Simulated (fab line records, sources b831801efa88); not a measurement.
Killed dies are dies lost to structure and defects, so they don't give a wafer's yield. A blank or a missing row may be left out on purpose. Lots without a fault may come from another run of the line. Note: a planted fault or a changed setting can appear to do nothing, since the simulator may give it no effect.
Comparing a struck lot with a sound one ; flow sky130 ; 15 out of 708 route steps
Sound: the wafers L948.1, L948.2, L948.4. The struck wafers were L954.1, L954.2, L954.4. The cause is given at the end.
At each step with rows: each side's tool, then ch and its chambers, then its first start. Under that, the readings that differ: sound wafers ; struck wafers ; difference of the means ; sigmas: that difference in standard deviations of wafers without a fault.
alike: a reading whose means differ by less than 2 such deviations, as well as words and numbers matching on both sides. not compared: withheld readings; readings where some wafer has no value; bounds like >300 that might hide an equal value; numbers whose values overlap and for which the record gives no deviation.
Wherever a step has rows on one side only, a row that says differs or no value, or a row with sigmas, the two part there. Numbers that don't overlap but have no deviation are shown without sigmas and don't part them. A reading that every wafer of one side lacks parts them only if that side has two wafers or more.

first, 5 steps without rows for these wafers: SKY_LI_CONTACT_COAT_07 (resist thk 450 nm); SKY_LI_CONTACT_SOFTBAKE_08 (time 90 s); SKY_LI_CONTACT_EXPOSE_09 (exposes mask LICM1, target cd 170 nm); SKY_LI_CONTACT_PEB_10; SKY_LI_CONTACT_DEVELOP_11 (develop time 60 s).
SKY_LI_CONTACT_CD_MEAS_12 targets a cd of 170 nm.
  sound on cdSem-01, day 32 03:40; struck on cdSem-01, day 33 21:19
  alike: cdNm
SKY_LI_CONTACT_OVL_MEAS_13:
  sound on overlay-02, day 32 03:47; struck on overlay-01, day 33 21:26
  alike: LI_CONTACT_OVL
SKY_LI_CONTACT_ETCH_14: etches BARC in N2/H2, stops on SiO2, time 45.9 s, target depth 60 nm.
  sound on rieDiel-04 ch 1,2,3, day 32 03:50; struck on rieDiel-02 ch 1,3, day 33 21:29
  alike: drypumpMotorCurrentA, oesProductAu, rfFwdPowerW, throttleValvePct
  not compared: rfHoursCounterH
SKY_LI_CONTACT_ETCH_15: etches PSG in C4F8/O2/Ar, stops on Si, target depth 600 nm.
  sound on rieDiel-04 ch 1,2,3, day 32 03:52; struck on rieDiel-02 ch 1,3, day 33 21:31
  alike: oesProductAu, rfFwdPowerW
SKY_LI_CONTACT_STRIP_16: strips in O2/N2.
  sound on plasmaAsher-03 ch 0,1, day 32 03:58; struck on plasmaAsher-04 ch 0,1, day 33 21:37
  alike: drypumpMotorCurrentA, oesProductAu, stripTimeToEndpointS
  not compared: rfHoursCounterH
then, 2 steps without rows for these wafers: SKY_LI_CONTACT_CLEAN_17 (cleans in NMP, time 600 s); SKY_LI_CONTACT_PRE_CLEAN_18 (time 5.6 s).
SKY_LI_CONTACT_SPUTTER_19: material Ti, target thk 20 nm, time 106.37 s.
  sound on pvdSputter-01, day 32 04:15; struck on pvdSputter-01, day 33 21:54
  no value came back on the struck wafers for cathodeDcPowerW (W), chamberPressurePa (Pa), throttleValvePct (%); on the sound wafers cathodeDcPowerW (W) reads 2500.1 2499.9 2500.1
SKY_LI_CONTACT_SPUTTER_20: material TiN, target thk 20 nm, time 80 s.
  sound on pvdSputter-01, day 32 04:20; struck on pvdSputter-01, day 33 21:59
  alike: cathodeDcPowerW, chamberPressurePa, throttleValvePct
-- here the record skips 15 days between the struck wafers' starts before and after, leaving off in module LI_CONTACT and picking up in module PAD_OPEN (first step shown: number 708 of the route) --
SKY_PAD_OPEN_PROBE_99:
  sound on prober-02, day 48 02:38; struck on prober-02, day 49 09:10
reading;sound;struck;difference;sigmas
killedAtContacts;24 19 16;435 443 432;+417;+77
killedDies;73 74 69;492 492 492;+420;+48
killedOnRim;7 20 13;96 96 96;+83;+24
  alike: killed_at_M0_to_M3, killed_at_M4_up, killedAtFrontEnd, killedAtOther, killedOpen, killedShort

WHERE THEY PART
Last at SKY_PAD_OPEN_PROBE_99 as far as this record goes, first at SKY_LI_CONTACT_SPUTTER_19.

WHY: what the simulator had put in
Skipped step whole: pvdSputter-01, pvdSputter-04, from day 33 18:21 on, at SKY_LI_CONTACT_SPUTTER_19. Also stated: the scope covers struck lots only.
